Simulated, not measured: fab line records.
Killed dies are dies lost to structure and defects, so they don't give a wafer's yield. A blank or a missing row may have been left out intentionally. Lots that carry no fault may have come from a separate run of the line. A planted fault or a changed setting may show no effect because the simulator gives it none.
Comparing a struck lot with a sound one :: flow sky130 :: 26 out of 708 route steps
Sound: these wafers, L985.1, L985.3, L985.4. Struck: wafer L989.3 (L989.2, L989.6, from the same lot, were not struck and are left out); the cause is given at the end.
Each step with rows lists, per side, the tool, then ch with its chambers, then its first start. Under that, the readings that differ: sound wafers :: struck wafers :: difference of the means :: sigmas: that difference in standard deviations of wafers without a fault.
alike: words and numbers the same on both sides, and readings whose means are apart by under 2 such deviations; not compared: readings that were withheld, readings missing a value for some wafer, numbers with overlapping values and no deviation given by the record, and bounds like >300 which may hide the same value.
The two part at a step that has a row with sigmas, a row that says differs or no value, or rows on one side only. Numbers that don't overlap but have no deviation are shown without sigmas and don't part them. Lack of a reading on every wafer of one side parts them only where that side has two or more wafers.

first, 2 steps without rows for these wafers: SKY_VIA2_SPUTTER_20 (material TiN, target thk 20 nm, time 80 s); SKY_VIA2_CVD_21 (deposits W, target thk 420 nm, time 126.4 s).
SKY_VIA2_RS_MEAS_22: a four-point-probe measurement.
  sound on film-metro-02 at day 40 13:26; struck on film-metro-04 at day 41 11:17
  alike: VIA2_W_RS
SKY_VIA2_THK_MEAS_23: measures by xrf.
  sound on film-metro-02 at day 40 13:33; struck on film-metro-04 at day 41 11:24
reading: VIA2_W_THK (nm)
sound: 434 430 435
struck: 407
difference: -26
sigmas: -3
then, 3 steps without rows for these wafers: SKY_VIA2_CMP_24 (polishes, stops on SiO2, t overpolish 20 s, target thk 0 nm); SKY_METAL3_SPUTTER_00 (material Ti, target thk 15 nm, time 10 s); SKY_METAL3_SPUTTER_01 (material TiN, target thk 20 nm, time 16.7 s).
SKY_METAL3_SPUTTER_02: material AlCu, target thk 735 nm, time 39.1 s.
  sound on pvd-sputter-01 at day 40 13:58; struck on pvd-sputter-01 at day 41 11:47
  alike: throttle-valve-pct
SKY_METAL3_SPUTTER_03: material Ti, target thk 5 nm, time 3.3 s.
  sound on pvd-sputter-01 at day 40 14:00; struck on pvd-sputter-01 at day 41 11:50
  alike: throttle-valve-pct
SKY_METAL3_SPUTTER_04: material TiN, target thk 70 nm, time 58.3 s.
  sound on pvd-sputter-01 at day 40 14:01; struck on pvd-sputter-01 at day 41 11:51
  alike: throttle-valve-pct
SKY_CAPM_CVD_00: deposits SiO2, target thk 15.5 nm.
  sound on pecvd-02 ch 0,1,2, day 40 14:04; struck on pecvd-02 ch 0, day 41 11:54
  alike: heater-power-w, rf-fwd-power-W
SKY_CAPM_THK_MEAS_01:
  sound on film-metro-03 at day 40 14:05; struck on film-metro-03 at day 41 11:56
  alike: CAPM_CVD_00_THK
SKY_CAPM_SPUTTER_02: material TiN, target thk 200 nm, time 166.7 s.
  sound on pvd-sputter-04 at day 40 14:09; struck on pvd-sputter-04 at day 41 11:59
  alike: throttle-valve-pct
SKY_CAPM_RS_MEAS_03: a four-point-probe measurement.
  sound on film-metro-04 at day 40 14:16; struck on film-metro-01 at day 41 12:07
reading: CAPM_TIN_RS (ohm/sq)
sound: 6.79 6.95 6.87
struck: 9.51
difference: +2.64
sigmas: +24
SKY_CAPM_THK_MEAS_04: measures by xrf.
  sound on film-metro-04 at day 40 14:23; struck on film-metro-01 at day 41 12:13
reading: CAPM_TIN_THK (nm)
sound: 202 196 200
struck: 159
difference: -40
sigmas: -12
then, 7 steps without rows for these wafers: SKY_CAPM_DEHYDRATE_05 (time 60 s); SKY_CAPM_HMDS_06 (prime time 60 s); SKY_CAPM_COAT_07 (resist thk 1140 nm); SKY_CAPM_SOFTBAKE_08 (time 60 s); SKY_CAPM_EXPOSE_09 (exposes mask CAPM, target cd 1000 nm); SKY_CAPM_PEB_10; SKY_CAPM_DEVELOP_11 (develop time 60 s).
SKY_CAPM_OVL_MEAS_12:
  sound on overlay-01 at day 41 14:18; struck on overlay-02 at day 42 12:24
reading: CAPM_OVL (nm)
sound: -3.3 -2.4 -2.2
struck: 0.5
difference: +3.1
sigmas: +2
SKY_CAPM_METAL_ETCH_13: etches TiN in Cl2/BCl3, stops on SiO2, target depth 220 nm, time 62.9 s.
  sound on rie-metal-02 ch 0,1, day 41 14:20; struck on rie-metal-03 ch 1, day 42 12:26
reading: oes-product-au (a.u.)
sound: 0.955 0.942 0.943
struck: 0.834
difference: -0.113
sigmas: -11

reading: throttle-valve-pct (%)
sound: 21.903 21.908 21.887
struck: 21.965
difference: +0.066
sigmas: +5
  alike: bcl3-flow-sccm, drypump-motor-current-A, rf-fwd-power-W
  not compared: rf-hours-counter-h
SKY_CAPM_STRIP_14: strips in O2/N2.
  sound on plasma-asher-02 ch 0,1, day 41 14:25; struck on plasma-asher-04 ch 0, day 42 12:31
  alike: drypump-motor-current-A, oes-product-au, strip-time-to-endpoint-s
  not compared: rf-hours-counter-h
-- the record jumps here: 7 days lie between the struck wafers' starts before and after (it left off in module CAPM and takes up again in module PAD_OPEN, whose first step shown is number 708 of the route) --
SKY_PAD_OPEN_PROBE_99:
  record: rows for the struck wafers here (prober-02, day 49 23:27), none for the sound ones

WHERE THEY PART
At SKY_VIA2_THK_MEAS_23 first; at SKY_PAD_OPEN_PROBE_99 last (within this record only).

WHY: what the simulator had put in
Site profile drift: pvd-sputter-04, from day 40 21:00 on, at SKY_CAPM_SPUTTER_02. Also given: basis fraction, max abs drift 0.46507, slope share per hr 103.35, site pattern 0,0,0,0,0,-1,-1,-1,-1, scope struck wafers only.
